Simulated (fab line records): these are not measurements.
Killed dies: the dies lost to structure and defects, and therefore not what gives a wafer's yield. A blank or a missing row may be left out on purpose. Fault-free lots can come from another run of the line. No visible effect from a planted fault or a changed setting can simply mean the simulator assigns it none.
Which of the tools did it? + flow gf180mcu + 39 wafers from 13 lots sampled at 5 of the route's 602 steps

## WHAT THE GAUGES SHOWED, per wafer
GF_MVPSD_TW_MEAS_11.
| lot  | measured     | on            | MVPSD_TW    |
|------|--------------|---------------|-------------|
| L567 | day 5 00:30  | film-metro-03 | 558 559 558 |
| L569 | day 5 11:20  | film-metro-02 | 562 563 562 |
| L572 | day 6 06:50  | film-metro-02 | 567 567 564 |
| L573 | day 6 15:20  | film-metro-03 | 556 555 558 |
| L574 | day 6 18:02  | film-metro-04 | 561 562 560 |
| L575 | day 7 01:14  | film-metro-04 | 566 565 566 |
| L576 | day 7 06:23  | film-metro-02 | 560 557 563 |
| L577 | day 7 11:09  | film-metro-03 | 560 562 562 |
| L579 | day 8 00:14  | film-metro-03 | 554 549 549 |
| L587 | day 10 01:02 | film-metro-03 | 554 552 555 |
| L588 | day 10 10:23 | film-metro-02 | 561 562 565 |
| L589 | day 10 12:29 | film-metro-02 | 565 563 566 |
| L590 | day 10 19:59 | film-metro-03 | 553 555 554 |

GF_VT_IMPLANT_TW_MEAS_43.
| lot  | measured     | on            | VT_IMPLANT_4_TW |
|------|--------------|---------------|-----------------|
| L567 | day 7 12:11  | film-metro-02 | 701 698 702     |
| L569 | day 8 01:02  | film-metro-02 | 704 703 701     |
| L572 | day 8 22:20  | film-metro-01 | 689 691 685     |
| L573 | day 9 07:49  | film-metro-03 | 691 691 693     |
| L574 | day 9 11:16  | film-metro-02 | 702 699 703     |
| L575 | day 9 19:19  | film-metro-03 | 688 685 693     |
| L576 | day 10 00:45 | film-metro-03 | 690 694 690     |
| L577 | day 10 07:23 | film-metro-02 | 700 701 698     |
| L579 | day 10 20:10 | film-metro-02 | 703 702 700     |
| L587 | day 13 04:26 | film-metro-02 | 704 707 705     |
| L588 | day 13 15:18 | film-metro-01 | 688 694 692     |
| L589 | day 13 18:19 | film-metro-01 | 692 688 686     |
| L590 | day 14 03:41 | film-metro-01 | 684 681 687     |

GF_VT_IMPLANT_RS_MEAS_49: a four-point-probe measurement.
| lot  | measured     | on            | MVPSD_RS (ohm/sq) |
|------|--------------|---------------|-------------------|
| L567 | day 7 12:46  | film-metro-02 | 1165 1168 1162    |
| L569 | day 8 01:36  | film-metro-04 | 1169 1173 1172    |
| L572 | day 8 22:55  | film-metro-04 | 1173 1169 1171    |
| L573 | day 9 08:24  | film-metro-02 | 1166 1171 1169    |
| L574 | day 9 11:51  | film-metro-02 | 1166 1167 1164    |
| L575 | day 9 19:54  | film-metro-04 | 1173 1171 1173    |
| L576 | day 10 01:20 | film-metro-02 | 1166 1169 1168    |
| L577 | day 10 07:59 | film-metro-03 | 1167 1169 1168    |
| L579 | day 10 20:45 | film-metro-02 | 1171 1169 1170    |
| L587 | day 13 05:02 | film-metro-03 | 1175 1178 1182    |
| L588 | day 13 15:53 | film-metro-03 | 1165 1166 1167    |
| L589 | day 13 18:53 | film-metro-04 | 1164 1162 1162    |
| L590 | day 14 04:16 | film-metro-04 | 1170 1167 1167    |

## EACH LOT AND THE TOOL THAT RAN IT (in order: tool; ch and the chambers of the sampled wafers; start)
| lot  | GF_MVPSD_IMPLANT_09             | GF_VT_IMPLANT_STRIP_09               |
|------|---------------------------------|--------------------------------------|
| L567 | implanter-01 ch 0, day 5 00:16  | plasma-asher-03 ch 0,1, day 5 14:47  |
| L569 | implanter-01 ch 0, day 5 11:05  | plasma-asher-03 ch 0,1, day 6 01:56  |
| L572 | implanter-01 ch 0, day 6 06:36  | plasma-asher-01 ch 0,1, day 6 22:10  |
| L573 | implanter-04 ch 0, day 6 15:07  | plasma-asher-03 ch 0,1, day 7 06:28  |
| L574 | implanter-03 ch 0, day 6 17:47  | plasma-asher-01 ch 0,1, day 7 09:53  |
| L575 | implanter-04 ch 0, day 7 01:01  | plasma-asher-02 ch 0,1, day 7 17:25  |
| L576 | implanter-03 ch 0, day 7 06:09  | plasma-asher-02 ch 0,1, day 7 22:02  |
| L577 | implanter-01 ch 0, day 7 10:56  | plasma-asher-02 ch 0,1, day 8 03:58  |
| L579 | implanter-04 ch 0, day 7 23:59  | plasma-asher-02 ch 0,1, day 8 16:05  |
| L587 | implanter-01 ch 0, day 10 00:49 | plasma-asher-03 ch 0,1, day 10 18:46 |
| L588 | implanter-03 ch 0, day 10 10:09 | plasma-asher-02 ch 0, day 11 04:16   |
| L589 | implanter-04 ch 0, day 10 12:14 | plasma-asher-02 ch 0,1, day 11 06:37 |
| L590 | implanter-04 ch 0, day 10 19:44 | plasma-asher-03 ch 0, day 11 14:43   |
- GF_MVPSD_IMPLANT_09
- GF_VT_IMPLANT_STRIP_09: strips in O2/N2.

## WHAT THE TOOLS THEMSELVES READ (means of the sampled wafers that have a number; where no wafer has one, the mark that the record gives instead)
GF_VT_IMPLANT_STRIP_09.
| lot  | tool            | drypump-motor-current-A (A) | heater-power-w (W) | oes-product-au (a.u.) | strip-time-to-endpoint-s (s) |
|------|-----------------|-----------------------------|--------------------|-----------------------|------------------------------|
| L567 | plasma-asher-03 | 5.76                        | 335                | 0.710                 | 12.69                        |
| L569 | plasma-asher-03 | 5.76                        | 339                | 0.716                 | 12.77                        |
| L572 | plasma-asher-01 | 5.89                        | 367                | 0.718                 | 12.81                        |
| L573 | plasma-asher-03 | 5.83                        | 338                | 0.710                 | 12.74                        |
| L574 | plasma-asher-01 | 5.69                        | 367                | 0.714                 | 12.75                        |
| L575 | plasma-asher-02 | 6.04                        | 307                | 0.717                 | 12.77                        |
| L576 | plasma-asher-02 | 6.06                        | 305                | 0.718                 | 12.80                        |
| L577 | plasma-asher-02 | 5.95                        | 279                | 0.713                 | 12.81                        |
| L579 | plasma-asher-02 | 5.94                        | 279                | 0.715                 | 12.80                        |
| L587 | plasma-asher-03 | 5.84                        | 339                | 0.714                 | 12.81                        |
| L588 | plasma-asher-02 | 6.17                        | 320                | 0.715                 | 12.80                        |
| L589 | plasma-asher-02 | 5.96                        | 276                | 0.715                 | 12.77                        |
| L590 | plasma-asher-03 | 5.67                        | 327                | 0.715                 | 12.69                        |

## THE ANSWER, worked out from the rows above alone
Rule: what is usual is taken from the lots themselves. The widest of any qualifying gaps counts: lots, ordered by their means at a reading, are off when they make up no more than a third of the lots, leave a main group of 4 or more, and stand apart from it by 3 or more times the standard deviation of that group's means. A main group is skipped when, at the precision printed for the reading in the tables above, its means are all equal. A lot without any number at a reading at which 4 lots or more have one is off too. The other lots that the step has rows for count as sound. Order of review: gauges by route order, followed by the tools' own readings, for which a lot's mean as printed above is used. The first step at which some lot is off is used, and at that step the reading that is off furthest; a lot without a number counts as furthest.
None of the lots is off at any reading shown; this tells nothing.

## WHAT THE SIMULATOR PUT IN
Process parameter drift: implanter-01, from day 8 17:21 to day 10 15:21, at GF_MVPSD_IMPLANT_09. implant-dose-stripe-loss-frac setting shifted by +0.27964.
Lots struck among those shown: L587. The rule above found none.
